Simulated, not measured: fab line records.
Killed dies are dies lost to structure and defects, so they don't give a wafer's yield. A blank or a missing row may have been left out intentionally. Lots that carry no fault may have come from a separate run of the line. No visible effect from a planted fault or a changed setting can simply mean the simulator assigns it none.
2 desks looking at one fault	flow gf180mcu	what lay behind the numbers comes last; until then each desk has only its own

## FROM THE METROLOGY DESK
What the gauges read, lot by lot, whatever tool the lot ran on: means of the sampled wafers that have a number. The brackets show how far a lot's mean lies from the usual mean; more than 4 standard deviations puts the lot out of limits, marked OUT.
Columns: A = POLY_GATE_CVD_00_THK at GF_POLY_GATE_THK_MEAS_01, usual 199.8 nm; B = POLY_GATE_OXIDATION_THK at GF_POLY_GATE_THK_MEAS_17, usual 4.04 nm; C = cd nm at GF_HV_LDD_CD_MEAS_07, usual 399.6 nm
lot	first seen here	A	B	C
L353	day 8 18:35	199.5	3.99	399.0
L355	day 9 00:22	201.0	4.02	398.3
L354	day 9 02:32	200.0	3.97	400.8
L356	day 9 06:29	201.5	3.87	398.9
L358	day 9 23:54	199.1	3.99	399.0
L359	day 10 07:32	199.1	4.05	402.2
L360	day 10 10:58	199.9	4.03	398.2
L364	day 11 15:53	285.4 (+45) OUT	-	-
L365	day 11 21:41	287.8 (+46) OUT	-	-
L368	day 12 23:06	202.7	4.08	399.0
L373	day 14 08:49	200.0	3.88	396.9
L374	day 14 11:47	198.4	4.02	403.9
L376	day 15 05:02	200.9	4.07	397.8
This desk's result: L364, L365 out of limits, first on L364 (POLY_GATE_CVD_00_THK at GF_POLY_GATE_THK_MEAS_01), day 11 15:53. L353, L355, L354, L356, L358, L359, L360, L368, L373, L374, L376 stayed within limits.

## FOR THE TOOL OWNER'S DESK: lpcvd-02
The tool's own readings at GF_POLY_GATE_CVD_00 (deposits poly-Si, target thk 200 nm, time 1200 s): means of the sampled wafers that have a number, for each lot that ran on this tool. The brackets show how far a lot's mean lies from the usual mean; more than 4 standard deviations puts the lot out of limits, marked OUT.
Columns: A = spike tc lower C at GF_POLY_GATE_CVD_00, usual 620.2 C; B = susceptor temp C at GF_POLY_GATE_CVD_00, usual 620.04 C
lot	first seen here	A	B
L355	day 8 23:02	620.5	619.59
L354	day 9 01:13	619.3	620.26
L356	day 9 05:08	620.2	620.12
L358	day 9 21:54	620.6	620.12
L360	day 10 08:57	620.0	620.11
L364	day 11 14:33	619.2	619.82
L365	day 11 20:21	621.5	619.85
L373	day 14 07:29	622.3	620.21
L376	day 15 03:41	621.2	620.17
Finding of this desk: none of the 9 lots has anything out of limits.

## PUT TOGETHER
Metrology desk: alarm possible at day 11 15:53 on L364, L365.
The tool owner's desk saw nothing out of limits.
On record at the tool owner's desk: L364, L365, within its limits.
On lpcvd-02, each named lot ran GF_POLY_GATE_CVD_00.

## WHAT WAS PUT IN BY THE SIMULATOR
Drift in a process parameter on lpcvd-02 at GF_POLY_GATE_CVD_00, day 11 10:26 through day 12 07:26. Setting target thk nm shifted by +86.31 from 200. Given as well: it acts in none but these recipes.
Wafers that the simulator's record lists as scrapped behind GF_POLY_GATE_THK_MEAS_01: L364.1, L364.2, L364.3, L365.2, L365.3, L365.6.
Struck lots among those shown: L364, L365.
Per desk, hours elapsed from the start of the fault to the first reading out of limits: for the metrology desk, 5.
